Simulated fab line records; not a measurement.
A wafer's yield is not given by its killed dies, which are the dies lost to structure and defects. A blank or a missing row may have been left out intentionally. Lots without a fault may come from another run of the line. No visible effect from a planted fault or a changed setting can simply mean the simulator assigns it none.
The same fault as seen by 2 desks / flow sky130 / what lay behind the numbers comes last; until then each desk has only its own

THE METROLOGY DESK
What the gauges read, lot by lot, whatever tool the lot ran on: means of the sampled wafers that have a number. If a lot's mean is further than 4 standard deviations from the usual mean, the lot is out of limits and carries the mark OUT (the distance appears in the brackets).
Columns: A = CONTACT_CVD_00_THK at SKY_CONTACT_THK_MEAS_01, usual 74.8 nm; B = CONTACT_HDPCVD_THK at SKY_CONTACT_THK_MEAS_03, usual 565 nm; C = CONTACT_W_RS at SKY_CONTACT_RS_MEAS_25, usual 0.337 ohm/sq; D = CONTACT_W_THK at SKY_CONTACT_THK_MEAS_26, usual 330 nm
lot=L731; first seen here=day 31 09:15; A=74.4; B=560; C=0.335; D=332
lot=L732; first seen here=day 31 20:17; A=74.5; B=574; C=0.333; D=333
lot=L734; first seen here=day 32 12:20; A=75.0; B=565; C=0.333; D=328
lot=L739; first seen here=day 34 03:37; A=73.4; B=566; C=0.638 (+72) OUT; D=175 (-34) OUT
lot=L741; first seen here=day 34 10:44; A=74.5; B=573; C=0.436 (+24) OUT; D=281 (-11) OUT
lot=L742; first seen here=day 35 02:43; A=75.0; B=588; C=0.438 (+24) OUT; D=278 (-11) OUT
lot=L747; first seen here=day 36 18:41; A=73.9; B=556; C=0.337; D=334
lot=L748; first seen here=day 37 01:10; A=74.9; B=570; C=0.339; D=326
lot=L746; first seen here=day 37 03:43; A=76.1; B=568; C=0.339; D=328
lot=L749; first seen here=day 37 07:49; A=74.4; B=575; C=0.338; D=330
lot=L751; first seen here=day 37 23:37; A=74.1; B=567; C=0.338; D=330
Per this desk, out of limits: L739, L741, L742; the first was L739, day 35 07:18 (CONTACT_W_RS at SKY_CONTACT_RS_MEAS_25). Within limits: L731, L732, L734, L747, L748, L746, L749, L751.

THE TOOL OWNER'S DESK: cvdW-02
The tool's own readings at SKY_CONTACT_CVD_24 (deposits W, target thk 340 nm, time 102.12 s): means of the sampled wafers that have a number, for each lot that ran on this tool. If a lot's mean is further than 4 standard deviations from the usual mean, the lot is out of limits and carries the mark OUT (the distance appears in the brackets).
Columns: A = chamberPressureTorr at SKY_CONTACT_CVD_24, usual 40.00 Torr; B = heaterPowerW at SKY_CONTACT_CVD_24, usual 937 W
lot=L731; first seen here=day 32 14:38; A=39.99; B=1001
lot=L734; first seen here=day 33 16:03; A=40.05; B=1003
lot=L739; first seen here=day 35 07:10; A=40.01; B=866
lot=L741; first seen here=day 35 14:55; A=39.99; B=958
lot=L742; first seen here=day 36 06:08; A=39.97; B=950
lot=L751; first seen here=day 39 02:02; A=40.03; B=1015
Finding of this desk: none of the 6 lots has anything out of limits.

TAKEN TOGETHER
On L739, L741, L742, the metrology desk was in a position to raise an alarm at day 35 07:18.
The desk of the tool owner found nothing out of limits.
Tool owner's desk: L739, L741, L742 on record, inside its limits.
SKY_CONTACT_CVD_24 was run on cvdW-02 by each of the lots named.

WHAT THE SIMULATOR HAD PUT IN
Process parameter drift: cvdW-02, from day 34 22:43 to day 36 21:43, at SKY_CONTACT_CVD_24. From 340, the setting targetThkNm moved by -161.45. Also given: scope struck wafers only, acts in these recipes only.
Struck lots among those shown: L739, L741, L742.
Time in hours between the start of the fault and the first out-of-limits reading at each desk: metrology desk, 9.
